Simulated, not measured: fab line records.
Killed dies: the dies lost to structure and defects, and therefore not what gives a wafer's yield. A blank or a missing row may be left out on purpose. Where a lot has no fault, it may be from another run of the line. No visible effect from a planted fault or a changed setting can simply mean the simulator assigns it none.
Which of the tools did it? :: flow sky130 :: 24 lots with 72 wafers sampled at 6 steps, on a route of 708 steps

WHAT THE GAUGES SHOWED, per wafer
The record lacks any reading of a measuring or inspecting step that a usual standard deviation could be used to judge.

WHICH TOOL RAN EACH LOT (tool, then ch and the chambers of the sampled wafers, then the start)
lot: L074
SKY_METAL2_SPUTTER_01: pvd-sputter-03, day 34 08:13
SKY_METAL3_SPUTTER_00: pvd-sputter-03, day 36 16:18
SKY_CAPM_METAL_ETCH_13: rie-metal-02 ch 0,1, day 37 18:03
SKY_VIA3_SPUTTER_20: pvd-sputter-01, day 39 23:44
SKY_VIA4_CVD_18: cvd-w-01 ch 0,1, day 43 04:24
SKY_METAL5_SPUTTER_04: pvd-sputter-03, day 43 05:09

lot: L075
SKY_METAL2_SPUTTER_01: pvd-sputter-03, day 34 20:26
SKY_METAL3_SPUTTER_00: pvd-sputter-03, day 37 04:19
SKY_CAPM_METAL_ETCH_13: rie-metal-03 ch 1, day 38 06:14
SKY_VIA3_SPUTTER_20: pvd-sputter-01, day 40 10:46
SKY_VIA4_CVD_18: cvd-w-01 ch 1, day 43 14:25
SKY_METAL5_SPUTTER_04: pvd-sputter-02, day 43 15:10

lot: L076
SKY_METAL2_SPUTTER_01: pvd-sputter-02, day 35 05:13
SKY_METAL3_SPUTTER_00: pvd-sputter-03, day 37 12:31
SKY_CAPM_METAL_ETCH_13: rie-metal-03 ch 0,1, day 38 13:37
SKY_VIA3_SPUTTER_20: pvd-sputter-03, day 40 17:41
SKY_VIA4_CVD_18: cvd-w-02 ch 0,1, day 43 20:12
SKY_METAL5_SPUTTER_04: pvd-sputter-02, day 43 20:57

lot: L077
SKY_METAL2_SPUTTER_01: pvd-sputter-03, day 35 13:43
SKY_METAL3_SPUTTER_00: pvd-sputter-03, day 37 20:17
SKY_CAPM_METAL_ETCH_13: rie-metal-02 ch 0,1, day 38 22:01
SKY_VIA3_SPUTTER_20: pvd-sputter-02, day 41 03:19
SKY_VIA4_CVD_18: cvd-w-01 ch 0,1, day 44 04:36
SKY_METAL5_SPUTTER_04: pvd-sputter-02, day 44 05:18

lot: L078
SKY_METAL2_SPUTTER_01: pvd-sputter-01, day 35 17:37
SKY_METAL3_SPUTTER_00: pvd-sputter-01, day 38 00:32
SKY_CAPM_METAL_ETCH_13: rie-metal-04 ch 0,1, day 39 02:12
SKY_VIA3_SPUTTER_20: pvd-sputter-03, day 41 06:30
SKY_VIA4_CVD_18: cvd-w-01 ch 0, day 44 06:56
SKY_METAL5_SPUTTER_04: pvd-sputter-03, day 44 07:41

lot: L079
SKY_METAL2_SPUTTER_01: pvd-sputter-03, day 36 08:04
SKY_METAL3_SPUTTER_00: pvd-sputter-03, day 38 14:11
SKY_CAPM_METAL_ETCH_13: rie-metal-02 ch 0,1, day 39 15:21
SKY_VIA3_SPUTTER_20: pvd-sputter-01, day 41 18:23
SKY_VIA4_CVD_18: cvd-w-02 ch 0,1, day 44 19:58
SKY_METAL5_SPUTTER_04: pvd-sputter-03, day 44 20:43

lot: L080
SKY_METAL2_SPUTTER_01: pvd-sputter-02, day 36 10:17
SKY_METAL3_SPUTTER_00: pvd-sputter-03, day 38 16:38
SKY_CAPM_METAL_ETCH_13: rie-metal-04 ch 0,1, day 39 17:09
SKY_VIA3_SPUTTER_20: pvd-sputter-03, day 41 20:14
SKY_VIA4_CVD_18: cvd-w-02 ch 0,1, day 44 20:55
SKY_METAL5_SPUTTER_04: pvd-sputter-03, day 44 21:40

lot: L081
SKY_METAL2_SPUTTER_01: pvd-sputter-03, day 36 13:08
SKY_METAL3_SPUTTER_00: pvd-sputter-04, day 38 19:31
SKY_CAPM_METAL_ETCH_13: rie-metal-04 ch 0,1, day 39 20:01
SKY_VIA3_SPUTTER_20: pvd-sputter-02, day 41 23:07
SKY_VIA4_CVD_18: cvd-w-02 ch 0,1, day 45 00:24
SKY_METAL5_SPUTTER_04: pvd-sputter-01, day 45 01:06

lot: L082
SKY_METAL2_SPUTTER_01: pvd-sputter-02, day 36 20:44
SKY_METAL3_SPUTTER_00: pvd-sputter-03, day 39 02:44
SKY_CAPM_METAL_ETCH_13: rie-metal-02 ch 0,1, day 40 03:41
SKY_VIA3_SPUTTER_20: pvd-sputter-02, day 42 07:46
SKY_VIA4_CVD_18: cvd-w-02 ch 0,1, day 45 07:57
SKY_METAL5_SPUTTER_04: pvd-sputter-01, day 45 08:42

lot: L083
SKY_METAL2_SPUTTER_01: pvd-sputter-02, day 37 07:06
SKY_METAL3_SPUTTER_00: pvd-sputter-01, day 39 13:11
SKY_CAPM_METAL_ETCH_13: rie-metal-03 ch 0,1, day 40 13:54
SKY_VIA3_SPUTTER_20: pvd-sputter-03, day 42 17:55
SKY_VIA4_CVD_18: cvd-w-02 ch 0,1, day 45 17:45
SKY_METAL5_SPUTTER_04: pvd-sputter-03, day 45 18:30

lot: L084
SKY_METAL2_SPUTTER_01: pvd-sputter-03, day 37 09:27
SKY_METAL3_SPUTTER_00: pvd-sputter-04, day 39 14:38
SKY_CAPM_METAL_ETCH_13: rie-metal-04 ch 0,1, day 40 15:12
SKY_VIA3_SPUTTER_20: pvd-sputter-01, day 42 18:16
SKY_VIA4_CVD_18: cvd-w-01 ch 0,1, day 45 18:28
SKY_METAL5_SPUTTER_04: pvd-sputter-03, day 45 19:13

lot: L085
SKY_METAL2_SPUTTER_01: pvd-sputter-01, day 37 18:24
SKY_METAL3_SPUTTER_00: pvd-sputter-03, day 39 23:40
SKY_CAPM_METAL_ETCH_13: rie-metal-04 ch 0,1, day 41 00:06
SKY_VIA3_SPUTTER_20: pvd-sputter-01, day 43 02:35
SKY_VIA4_CVD_18: cvd-w-01 ch 0,1, day 46 00:54
SKY_METAL5_SPUTTER_04: pvd-sputter-01, day 46 01:39

lot: L087
SKY_METAL2_SPUTTER_01: pvd-sputter-03, day 38 08:02
SKY_METAL3_SPUTTER_00: pvd-sputter-04, day 40 12:41
SKY_CAPM_METAL_ETCH_13: rie-metal-02 ch 0,1, day 41 13:57
SKY_VIA3_SPUTTER_20: pvd-sputter-02, day 43 16:14
SKY_VIA4_CVD_18: cvd-w-01 ch 0,1, day 46 13:25
SKY_METAL5_SPUTTER_04: pvd-sputter-01, day 46 14:10

lot: L086
SKY_METAL2_SPUTTER_01: pvd-sputter-02, day 38 09:53
SKY_METAL3_SPUTTER_00: pvd-sputter-01, day 40 14:46
SKY_CAPM_METAL_ETCH_13: rie-metal-04 ch 0,1, day 41 15:45
SKY_VIA3_SPUTTER_20: pvd-sputter-03, day 43 17:58
SKY_VIA4_CVD_18: cvd-w-01 ch 0,1, day 46 16:17
SKY_METAL5_SPUTTER_04: pvd-sputter-02, day 46 17:06

lot: L088
SKY_METAL2_SPUTTER_01: pvd-sputter-03, day 38 10:11
SKY_METAL3_SPUTTER_00: pvd-sputter-03, day 40 15:25
SKY_CAPM_METAL_ETCH_13: rie-metal-04 ch 0,1, day 41 15:55
SKY_VIA3_SPUTTER_20: pvd-sputter-01, day 43 18:37
SKY_VIA4_CVD_18: cvd-w-02 ch 0,1, day 46 16:51
SKY_METAL5_SPUTTER_04: pvd-sputter-03, day 46 17:40

lot: L089
SKY_METAL2_SPUTTER_01: pvd-sputter-03, day 39 01:58
SKY_METAL3_SPUTTER_00: pvd-sputter-04, day 41 06:15
SKY_CAPM_METAL_ETCH_13: rie-metal-04 ch 0,1, day 42 06:16
SKY_VIA3_SPUTTER_20: pvd-sputter-03, day 44 06:26
SKY_VIA4_CVD_18: cvd-w-01 ch 0,1, day 47 02:07
SKY_METAL5_SPUTTER_04: pvd-sputter-02, day 47 02:52

lot: L090
SKY_METAL2_SPUTTER_01: pvd-sputter-02, day 39 08:44
SKY_METAL3_SPUTTER_00: pvd-sputter-03, day 41 12:42
SKY_CAPM_METAL_ETCH_13: rie-metal-03 ch 0, day 42 12:25
SKY_VIA3_SPUTTER_20: pvd-sputter-01, day 44 13:53
SKY_VIA4_CVD_18: cvd-w-02 ch 0,1, day 47 09:23
SKY_METAL5_SPUTTER_04: pvd-sputter-02, day 47 10:18

lot: L091
SKY_METAL2_SPUTTER_01: pvd-sputter-02, day 39 11:38
SKY_METAL3_SPUTTER_00: pvd-sputter-04, day 41 16:26
SKY_CAPM_METAL_ETCH_13: rie-metal-02 ch 0,1, day 42 16:45
SKY_VIA3_SPUTTER_20: pvd-sputter-03, day 44 17:46
SKY_VIA4_CVD_18: cvd-w-01 ch 0,1, day 47 13:13
SKY_METAL5_SPUTTER_04: pvd-sputter-02, day 47 13:59

lot: L092
SKY_METAL2_SPUTTER_01: pvd-sputter-03, day 39 17:12
SKY_METAL3_SPUTTER_00: pvd-sputter-01, day 41 20:35
SKY_CAPM_METAL_ETCH_13: rie-metal-03 ch 0,1, day 42 19:50
SKY_VIA3_SPUTTER_20: pvd-sputter-02, day 44 21:02
SKY_VIA4_CVD_18: cvd-w-02 ch 1, day 47 15:28
SKY_METAL5_SPUTTER_04: pvd-sputter-02, day 47 16:19

lot: L093
SKY_METAL2_SPUTTER_01: pvd-sputter-02, day 40 07:59
SKY_METAL3_SPUTTER_00: pvd-sputter-04, day 42 09:56
SKY_CAPM_METAL_ETCH_13: rie-metal-03 ch 0,1, day 43 09:31
SKY_VIA3_SPUTTER_20: pvd-sputter-02, day 45 09:22
SKY_VIA4_CVD_18: cvd-w-01 ch 0,1, day 48 02:45
SKY_METAL5_SPUTTER_04: pvd-sputter-02, day 48 03:27

lot: L094
SKY_METAL2_SPUTTER_01: pvd-sputter-02, day 40 09:47
SKY_METAL3_SPUTTER_00: pvd-sputter-04, day 42 13:17
SKY_CAPM_METAL_ETCH_13: rie-metal-02 ch 0, day 43 13:00
SKY_VIA3_SPUTTER_20: pvd-sputter-03, day 45 13:40
SKY_VIA4_CVD_18: cvd-w-01 ch 0,1, day 48 06:55
SKY_METAL5_SPUTTER_04: pvd-sputter-02, day 48 07:40

lot: L095
SKY_METAL2_SPUTTER_01: pvd-sputter-01, day 40 12:05
SKY_METAL3_SPUTTER_00: pvd-sputter-03, day 42 16:08
SKY_CAPM_METAL_ETCH_13: rie-metal-04 ch 1, day 43 15:41
SKY_VIA3_SPUTTER_20: pvd-sputter-03, day 45 15:47
SKY_VIA4_CVD_18: cvd-w-02 ch 0, day 48 08:29
SKY_METAL5_SPUTTER_04: pvd-sputter-03, day 48 09:14

lot: L096
SKY_METAL2_SPUTTER_01: pvd-sputter-01, day 40 21:19
SKY_METAL3_SPUTTER_00: pvd-sputter-01, day 43 00:05
SKY_CAPM_METAL_ETCH_13: rie-metal-02 ch 0, day 43 22:52
SKY_VIA3_SPUTTER_20: pvd-sputter-02, day 45 22:46
SKY_VIA4_CVD_18: cvd-w-01 ch 1, day 48 16:29
SKY_METAL5_SPUTTER_04: pvd-sputter-02, day 48 17:14

lot: L097
SKY_METAL2_SPUTTER_01: pvd-sputter-02, day 41 06:00
SKY_METAL3_SPUTTER_00: pvd-sputter-01, day 43 08:41
SKY_CAPM_METAL_ETCH_13: rie-metal-04 ch 0,1, day 44 07:31
SKY_VIA3_SPUTTER_20: pvd-sputter-03, day 46 05:39
SKY_VIA4_CVD_18: cvd-w-01 ch 0,1, day 48 20:10
SKY_METAL5_SPUTTER_04: pvd-sputter-01, day 48 20:52
- SKY_METAL2_SPUTTER_01: material TiN, target thk 20 nm, time 16.7 s.
- SKY_METAL3_SPUTTER_00: material Ti, target thk 15 nm, time 10 s.
- SKY_CAPM_METAL_ETCH_13: etches TiN in Cl2/BCl3, stops on SiO2, target depth 220 nm, time 62.9 s.
- SKY_VIA3_SPUTTER_20: material TiN, target thk 20 nm, time 80 s.
- SKY_VIA4_CVD_18: deposits W, target thk 505 nm, time 152.14 s.
- SKY_METAL5_SPUTTER_04: material TiN, target thk 70 nm, time 58.3 s.

AS READ BY THE TOOLS THEMSELVES (means over the sampled wafers that have a number; for cases with no such wafer, the mark the record gives instead)
SKY_METAL2_SPUTTER_01.
lot: L074
tool: pvd-sputter-03
throttle-valve-pct (%): 29.6

lot: L075
tool: pvd-sputter-03
throttle-valve-pct (%): 29.3

lot: L076
tool: pvd-sputter-02
throttle-valve-pct (%): 31.3

lot: L077
tool: pvd-sputter-03
throttle-valve-pct (%): 29.5

lot: L078
tool: pvd-sputter-01
throttle-valve-pct (%): 30.2

lot: L079
tool: pvd-sputter-03
throttle-valve-pct (%): 29.5

lot: L080
tool: pvd-sputter-02
throttle-valve-pct (%): 29.9

lot: L081
tool: pvd-sputter-03
throttle-valve-pct (%): 29.9

lot: L082
tool: pvd-sputter-02
throttle-valve-pct (%): 30.1

lot: L083
tool: pvd-sputter-02
throttle-valve-pct (%): 30.6

lot: L084
tool: pvd-sputter-03
throttle-valve-pct (%): 29.6

lot: L085
tool: pvd-sputter-01
throttle-valve-pct (%): 30.7

lot: L087
tool: pvd-sputter-03
throttle-valve-pct (%): 30.2

lot: L086
tool: pvd-sputter-02
throttle-valve-pct (%): 31.3

lot: L088
tool: pvd-sputter-03
throttle-valve-pct (%): 29.7

lot: L089
tool: pvd-sputter-03
throttle-valve-pct (%): 30.1

lot: L090
tool: pvd-sputter-02
throttle-valve-pct (%): 30.2

lot: L091
tool: pvd-sputter-02
throttle-valve-pct (%): 30.9

lot: L092
tool: pvd-sputter-03
throttle-valve-pct (%): 30.2

lot: L093
tool: pvd-sputter-02
throttle-valve-pct (%): 30.4

lot: L094
tool: pvd-sputter-02
throttle-valve-pct (%): 29.6

lot: L095
tool: pvd-sputter-01
throttle-valve-pct (%): 30.7

lot: L096
tool: pvd-sputter-01
throttle-valve-pct (%): 31.0

lot: L097
tool: pvd-sputter-02
throttle-valve-pct (%): 31.7

SKY_METAL3_SPUTTER_00.
lot: L074
tool: pvd-sputter-03
throttle-valve-pct (%): 30.6

lot: L075
tool: pvd-sputter-03
throttle-valve-pct (%): 29.1

lot: L076
tool: pvd-sputter-03
throttle-valve-pct (%): 29.8

lot: L077
tool: pvd-sputter-03
throttle-valve-pct (%): 29.4

lot: L078
tool: pvd-sputter-01
throttle-valve-pct (%): 31.4

lot: L079
tool: pvd-sputter-03
throttle-valve-pct (%): 30.4

lot: L080
tool: pvd-sputter-03
throttle-valve-pct (%): 30.0

lot: L081
tool: pvd-sputter-04
throttle-valve-pct (%): 29.6

lot: L082
tool: pvd-sputter-03
throttle-valve-pct (%): 30.8

lot: L083
tool: pvd-sputter-01
throttle-valve-pct (%): 30.6

lot: L084
tool: pvd-sputter-04
throttle-valve-pct (%): 30.3

lot: L085
tool: pvd-sputter-03
throttle-valve-pct (%): 30.1

lot: L087
tool: pvd-sputter-04
throttle-valve-pct (%): 30.2

lot: L086
tool: pvd-sputter-01
throttle-valve-pct (%): 31.1

lot: L088
tool: pvd-sputter-03
throttle-valve-pct (%): 30.8

lot: L089
tool: pvd-sputter-04
throttle-valve-pct (%): 30.0

lot: L090
tool: pvd-sputter-03
throttle-valve-pct (%): 29.7

lot: L091
tool: pvd-sputter-04
throttle-valve-pct (%): 29.8

lot: L092
tool: pvd-sputter-01
throttle-valve-pct (%): 30.7

lot: L093
tool: pvd-sputter-04
throttle-valve-pct (%): 29.8

lot: L094
tool: pvd-sputter-04
throttle-valve-pct (%): 30.0

lot: L095
tool: pvd-sputter-03
throttle-valve-pct (%): 30.1

lot: L096
tool: pvd-sputter-01
throttle-valve-pct (%): 30.3

lot: L097
tool: pvd-sputter-01
throttle-valve-pct (%): 30.9

SKY_CAPM_METAL_ETCH_13.
lot: L074
tool: rie-metal-02
drypump-motor-current-A (A): 5.6
oes-product-au (a.u.): 0.943
throttle-valve-pct (%): 21.904

lot: L075
tool: rie-metal-03
drypump-motor-current-A (A): 6.2
oes-product-au (a.u.): 0.940
throttle-valve-pct (%): 21.902

lot: L076
tool: rie-metal-03
drypump-motor-current-A (A): 5.8
oes-product-au (a.u.): 0.940
throttle-valve-pct (%): 21.906

lot: L077
tool: rie-metal-02
drypump-motor-current-A (A): 5.8
oes-product-au (a.u.): 0.947
throttle-valve-pct (%): 21.895

lot: L078
tool: rie-metal-04
drypump-motor-current-A (A): 5.5
oes-product-au (a.u.): 0.949
throttle-valve-pct (%): 21.901

lot: L079
tool: rie-metal-02
drypump-motor-current-A (A): 5.8
oes-product-au (a.u.): 0.946
throttle-valve-pct (%): 21.901

lot: L080
tool: rie-metal-04
drypump-motor-current-A (A): 5.5
oes-product-au (a.u.): 0.938
throttle-valve-pct (%): 21.909

lot: L081
tool: rie-metal-04
drypump-motor-current-A (A): 5.6
oes-product-au (a.u.): 0.938
throttle-valve-pct (%): 21.894

lot: L082
tool: rie-metal-02
drypump-motor-current-A (A): 5.8
oes-product-au (a.u.): 0.946
throttle-valve-pct (%): 21.893

lot: L083
tool: rie-metal-03
drypump-motor-current-A (A): 5.5
oes-product-au (a.u.): 0.946
throttle-valve-pct (%): 21.902

lot: L084
tool: rie-metal-04
drypump-motor-current-A (A): 5.5
oes-product-au (a.u.): 0.941
throttle-valve-pct (%): 21.897

lot: L085
tool: rie-metal-04
drypump-motor-current-A (A): 5.5
oes-product-au (a.u.): 0.951
throttle-valve-pct (%): 21.894

lot: L087
tool: rie-metal-02
drypump-motor-current-A (A): 5.6
oes-product-au (a.u.): 0.940
throttle-valve-pct (%): 21.901

lot: L086
tool: rie-metal-04
drypump-motor-current-A (A): 5.5
oes-product-au (a.u.): 0.947
throttle-valve-pct (%): 21.911

lot: L088
tool: rie-metal-04
drypump-motor-current-A (A): 5.5
oes-product-au (a.u.): 0.950
throttle-valve-pct (%): 21.897

lot: L089
tool: rie-metal-04
drypump-motor-current-A (A): 5.5
oes-product-au (a.u.): 0.942
throttle-valve-pct (%): 21.902

lot: L090
tool: rie-metal-03
drypump-motor-current-A (A): 5.1
oes-product-au (a.u.): 0.943
throttle-valve-pct (%): 21.899

lot: L091
tool: rie-metal-02
drypump-motor-current-A (A): 5.7
oes-product-au (a.u.): 0.945
throttle-valve-pct (%): 21.903

lot: L092
tool: rie-metal-03
drypump-motor-current-A (A): 5.8
oes-product-au (a.u.): 0.939
throttle-valve-pct (%): 21.898

lot: L093
tool: rie-metal-03
drypump-motor-current-A (A): 5.5
oes-product-au (a.u.): 0.952
throttle-valve-pct (%): 21.887

lot: L094
tool: rie-metal-02
drypump-motor-current-A (A): 5.5
oes-product-au (a.u.): 0.958
throttle-valve-pct (%): 21.890

lot: L095
tool: rie-metal-04
drypump-motor-current-A (A): 5.4
oes-product-au (a.u.): 0.950
throttle-valve-pct (%): 21.890

lot: L096
tool: rie-metal-02
drypump-motor-current-A (A): 5.5
oes-product-au (a.u.): 0.946
throttle-valve-pct (%): 21.900

lot: L097
tool: rie-metal-04
drypump-motor-current-A (A): 5.5
oes-product-au (a.u.): 0.939
throttle-valve-pct (%): 21.906

SKY_VIA3_SPUTTER_20.
lot: L074
tool: pvd-sputter-01
throttle-valve-pct (%): 31.5

lot: L075
tool: pvd-sputter-01
throttle-valve-pct (%): 31.1

lot: L076
tool: pvd-sputter-03
throttle-valve-pct (%): 30.0

lot: L077
tool: pvd-sputter-02
throttle-valve-pct (%): 31.0

lot: L078
tool: pvd-sputter-03
throttle-valve-pct (%): 30.3

lot: L079
tool: pvd-sputter-01
throttle-valve-pct (%): 31.4

lot: L080
tool: pvd-sputter-03
throttle-valve-pct (%): 30.3

lot: L081
tool: pvd-sputter-02
throttle-valve-pct (%): 31.0

lot: L082
tool: pvd-sputter-02
throttle-valve-pct (%): 30.7

lot: L083
tool: pvd-sputter-03
throttle-valve-pct (%): 30.0

lot: L084
tool: pvd-sputter-01
throttle-valve-pct (%): 31.1

lot: L085
tool: pvd-sputter-01
throttle-valve-pct (%): 30.5

lot: L087
tool: pvd-sputter-02
throttle-valve-pct (%): 30.8

lot: L086
tool: pvd-sputter-03
throttle-valve-pct (%): 30.1

lot: L088
tool: pvd-sputter-01
throttle-valve-pct (%): 30.5

lot: L089
tool: pvd-sputter-03
throttle-valve-pct (%): 30.2

lot: L090
tool: pvd-sputter-01
throttle-valve-pct (%): 30.4

lot: L091
tool: pvd-sputter-03
throttle-valve-pct (%): 30.1

lot: L092
tool: pvd-sputter-02
throttle-valve-pct (%): 30.2

lot: L093
tool: pvd-sputter-02
throttle-valve-pct (%): 29.9

lot: L094
tool: pvd-sputter-03
throttle-valve-pct (%): 30.2

lot: L095
tool: pvd-sputter-03
throttle-valve-pct (%): 30.2

lot: L096
tool: pvd-sputter-02
throttle-valve-pct (%): 31.4

lot: L097
tool: pvd-sputter-03
throttle-valve-pct (%): 30.1

SKY_VIA4_CVD_18.
lot: L074
tool: cvd-w-01
heater-power-w (W): 786

lot: L075
tool: cvd-w-01
heater-power-w (W): 796

lot: L076
tool: cvd-w-02
heater-power-w (W): 786

lot: L077
tool: cvd-w-01
heater-power-w (W): 779

lot: L078
tool: cvd-w-01
heater-power-w (W): 791

lot: L079
tool: cvd-w-02
heater-power-w (W): 783

lot: L080
tool: cvd-w-02
heater-power-w (W): 773

lot: L081
tool: cvd-w-02
heater-power-w (W): 794

lot: L082
tool: cvd-w-02
heater-power-w (W): 794

lot: L083
tool: cvd-w-02
heater-power-w (W): 791

lot: L084
tool: cvd-w-01
heater-power-w (W): 798

lot: L085
tool: cvd-w-01
heater-power-w (W): 788

lot: L087
tool: cvd-w-01
heater-power-w (W): 783

lot: L086
tool: cvd-w-01
heater-power-w (W): 796

lot: L088
tool: cvd-w-02
heater-power-w (W): 800

lot: L089
tool: cvd-w-01
heater-power-w (W): 801

lot: L090
tool: cvd-w-02
heater-power-w (W): 797

lot: L091
tool: cvd-w-01
heater-power-w (W): 783

lot: L092
tool: cvd-w-02
heater-power-w (W): 812

lot: L093
tool: cvd-w-01
heater-power-w (W): 792

lot: L094
tool: cvd-w-01
heater-power-w (W): 793

lot: L095
tool: cvd-w-02
heater-power-w (W): 778

lot: L096
tool: cvd-w-01
heater-power-w (W): 799

lot: L097
tool: cvd-w-01
heater-power-w (W): 785

SKY_METAL5_SPUTTER_04.
lot: L074
tool: pvd-sputter-03
throttle-valve-pct (%): 30.6

lot: L075
tool: pvd-sputter-02
throttle-valve-pct (%): 30.9

lot: L076
tool: pvd-sputter-02
throttle-valve-pct (%): 31.1

lot: L077
tool: pvd-sputter-02
throttle-valve-pct (%): 30.1

lot: L078
tool: pvd-sputter-03
throttle-valve-pct (%): 30.3

lot: L079
tool: pvd-sputter-03
throttle-valve-pct (%): 29.7

lot: L080
tool: pvd-sputter-03
throttle-valve-pct (%): 30.3

lot: L081
tool: pvd-sputter-01
throttle-valve-pct (%): 31.1

lot: L082
tool: pvd-sputter-01
throttle-valve-pct (%): 31.8

lot: L083
tool: pvd-sputter-03
throttle-valve-pct (%): 30.0

lot: L084
tool: pvd-sputter-03
throttle-valve-pct (%): 30.2

lot: L085
tool: pvd-sputter-01
throttle-valve-pct (%): 31.0

lot: L087
tool: pvd-sputter-01
throttle-valve-pct (%): 31.0

lot: L086
tool: pvd-sputter-02
throttle-valve-pct (%): 30.7

lot: L088
tool: pvd-sputter-03
throttle-valve-pct (%): 30.6

lot: L089
tool: pvd-sputter-02
throttle-valve-pct (%): 30.5

lot: L090
tool: pvd-sputter-02
throttle-valve-pct (%): 30.2

lot: L091
tool: pvd-sputter-02
throttle-valve-pct (%): 30.2

lot: L092
tool: pvd-sputter-02
throttle-valve-pct (%): 29.3

lot: L093
tool: pvd-sputter-02
throttle-valve-pct (%): 30.6

lot: L094
tool: pvd-sputter-02
throttle-valve-pct (%): 30.6

lot: L095
tool: pvd-sputter-03
throttle-valve-pct (%): 30.0

lot: L096
tool: pvd-sputter-02
throttle-valve-pct (%): 30.7

lot: L097
tool: pvd-sputter-01
throttle-valve-pct (%): 30.4

THE ANSWER, worked out from the rows above alone
Rule: what is usual is taken from the lots themselves. Put in order of their means at a reading, lots are off if they are a third of the lots or fewer, leave a main group of 4 or more, and stand apart from it by a gap of 3 or more times the standard deviation of the main group's means; of several such gaps the widest counts. A main group is skipped when, at the precision printed for the reading in the tables above, its means are all equal. A lot without any number at a reading at which 4 lots or more have one is off too. Any other lot the step has rows for is counted as sound. The gauges are gone through in route order, then the tools' own readings, and for those a lot's mean is taken as printed above. The first step at which some lot is off is used, and at that step the reading that is off furthest; a lot without a number counts as furthest.
No lot is off on any of the readings shown, so nothing can be concluded from this.

WHAT THE SIMULATOR HAD PUT IN
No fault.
